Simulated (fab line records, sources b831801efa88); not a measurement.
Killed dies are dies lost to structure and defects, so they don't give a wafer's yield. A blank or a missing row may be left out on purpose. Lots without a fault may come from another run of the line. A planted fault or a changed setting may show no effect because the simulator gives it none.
Which tool did it? | flow gf180mcu | 12 lots, 36 wafers sampled, at 2 steps of a route of 602

WHAT THE GAUGES READ, wafer by wafer
GF_CONTACT_THK_MEAS_01.
lot  | measured     | on            | CONTACT_CVD_00_THK (nm)
L075 | day 16 02:22 | film_metro-04 | 297 300 302
L077 | day 16 07:46 | film_metro-04 | 294 299 294
L079 | day 17 10:33 | film_metro-02 | 305 304 305
L080 | day 17 21:41 | film_metro-02 | 301 303 299
L083 | day 18 15:09 | film_metro-04 | 303 299 300
L085 | day 19 04:06 | film_metro-01 | 305 304 305
L087 | day 19 20:16 | film_metro-04 | 306 300 297
L089 | day 20 12:35 | film_metro-04 | 305 304 303
L091 | day 21 09:02 | film_metro-02 | 296 295 299
L093 | day 21 18:14 | film_metro-02 | 296 296 302
L095 | day 22 16:05 | film_metro-01 | 303 299 300
L097 | day 23 00:41 | film_metro-04 | 299 299 296

WHICH TOOL RAN EACH LOT (tool, then ch and the chambers of the sampled wafers, then the start)
lot  | GF_SALICIDE_RTA_06
L075 | rtp_anneal-01 ch 0, day 16 02:02
L077 | rtp_anneal-02 ch 0, day 16 07:26
L079 | rtp_anneal-01 ch 0, day 17 10:12
L080 | rtp_anneal-01 ch 0, day 17 21:22
L083 | rtp_anneal-02 ch 0, day 18 14:49
L085 | rtp_anneal-01 ch 0, day 19 03:47
L087 | rtp_anneal-01 ch 0, day 19 19:56
L089 | rtp_anneal-01 ch 0, day 20 12:15
L091 | rtp_anneal-01 ch 0, day 21 08:41
L093 | rtp_anneal-02 ch 0, day 21 17:54
L095 | rtp_anneal-02 ch 0, day 22 15:44
L097 | rtp_anneal-02 ch 0, day 23 00:22
- GF_SALICIDE_RTA_06: time 30 s.

THE ANSWER, worked out from the rows above alone
Rule: what is usual is taken from the lots themselves. Put in order of their means at a reading, lots are off if they are a third of the lots or fewer, leave a main group of 4 or more, and stand apart from it by a gap of 3 or more times the standard deviation of the main group's means; of several such gaps the widest counts. A main group whose means are all the same, to the digits that the tables above print for the reading, isn't used. A lot without any number at a reading at which 4 lots or more have one is off too. The other lots that the step has rows for count as sound.
No lot is off at any reading shown: from this, nothing can be told.

WHAT THE SIMULATOR HAD PUT IN
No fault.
